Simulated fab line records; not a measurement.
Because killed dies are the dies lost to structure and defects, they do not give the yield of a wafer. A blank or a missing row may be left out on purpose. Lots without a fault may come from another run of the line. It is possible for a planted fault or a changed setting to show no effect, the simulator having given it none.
Struck lot and sound lot, side by side + flow gf180mcu + 16 out of 602 route steps
Sound: these wafers, L788.1, L788.2, L788.6. The struck wafers were L799.1, L799.3, L799.6. The cause is given at the end.
At each step with rows: each side's tool, then ch and its chambers, then its first start. Under that, the readings that differ: sound wafers + struck wafers + difference of the means + sigmas: that difference in standard deviations of wafers without a fault.
alike: readings whose means differ by less than 2 such deviations, and words and numbers that are the same on both sides. not compared: withheld readings, readings that some wafer has no value for, bounds like >300 that may hide the same value, and numbers for which the record gives no deviation and whose values overlap.
A row with sigmas, a row that says differs or no value, or rows on one side alone: a step with any of these is where the two part. Numbers that don't overlap but have no deviation are shown without sigmas and don't part them. A reading that every wafer of one side lacks parts them only if that side has two wafers or more.

first, 6 steps without rows for these wafers: GF_TOP_METAL_HMDS_08 (prime time 60 s); GF_TOP_METAL_COAT_09 (resist thk 1500 nm); GF_TOP_METAL_SOFTBAKE_10 (time 60 s); GF_TOP_METAL_EXPOSE_11 (exposes mask MetalTop, target cd 440 nm); GF_TOP_METAL_PEB_12; GF_TOP_METAL_DEVELOP_13 (develop time 60 s).
GF_TOP_METAL_CD_MEAS_14: target cd 440 nm.
  sound: cdSem-02 at day 29 16:11; struck: cdSem-02 at day 32 11:50
  alike: cdNm
GF_TOP_METAL_OVL_MEAS_15:
  sound: overlay-02 at day 29 16:19; struck: overlay-02 at day 32 11:58
  alike: TOP_METAL_OVL
GF_TOP_METAL_METAL_ETCH_16: etches the open film in Cl2/BCl3, stops on SiO2, target depth 1197 nm, time 199.5 s.
  sound on rieMetal-03 ch 0,1, day 29 16:20; struck on rieMetal-03 ch 1, day 32 12:00
  alike: chamberPressureMTorr, drypumpMotorCurrentA, oesProductAu, rfFwdPowerW, throttleValvePct
  not compared: rfHoursCounterH
GF_TOP_METAL_STRIP_17: strips in O2/N2.
  sound on plasmaAsher-03 ch 0,1, day 29 16:32; struck on plasmaAsher-03 ch 0,1, day 32 12:23
  alike: chamberPressureMTorr, drypumpMotorCurrentA, heaterPowerW, oesProductAu, stripTimeToEndpointS
  not compared: rfHoursCounterH
then, 2 steps without rows for these wafers: GF_TOP_METAL_STRIP_18 (strips in post etch residue remover, time 1200 s); GF_TOP_METAL_CLEAN_19 (cleans in DIW).
GF_PASSIVATION_CVD_00: deposits SiO2 from TEOS, target thk 1000 nm, time 111.95 s.
  sound on pecvd-03 ch 0,2, day 29 17:04; struck on pecvd-03 ch 0,2, day 32 12:55
| reading                                     | sound             | struck            | difference | sigmas |
|---------------------------------------------|-------------------|-------------------|------------|--------|
| rfFwdPowerW (W)                             | 595.5 598.2 597.3 | 501.8 504.2 505.4 | -93.2      | -44    |
| model.SiO2_of_PASSIVATION_CVD_00.thkNm (nm) | 991.8 1000 1008   | 964.3 964.2 965.9 | -35.1      |        |
  alike: heaterPowerW
GF_PASSIVATION_THK_MEAS_01:
  sound: filmMetro-02 at day 29 17:09; struck: filmMetro-02 at day 32 12:59
| reading                     | sound         | struck      | difference | sigmas |
|-----------------------------|---------------|-------------|------------|--------|
| PASSIVATION_CVD_00_THK (nm) | 992 1000 1008 | 964 964 966 | -35        | -3     |
GF_PASSIVATION_CVD_02: deposits Si3N4, target thk 700 nm, time 486.18 s.
  sound on pecvd-04 ch 0,1, day 29 17:13; struck on pecvd-04 ch 0,1, day 32 13:03
  alike: heaterPowerW, rfFwdPowerW
then, 1 step without rows for these wafers: GF_PASSIVATION_PROBE_99.

## WHERE THEY PART
First at GF_PASSIVATION_CVD_00; last, within this record, at GF_PASSIVATION_THK_MEAS_01. Later steps at which nothing parts them and some readings are alike: GF_PASSIVATION_CVD_02.

WHY: whatever the simulator had introduced
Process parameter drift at GF_PASSIVATION_CVD_00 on pecvd-03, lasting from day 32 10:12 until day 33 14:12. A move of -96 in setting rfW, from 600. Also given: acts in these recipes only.
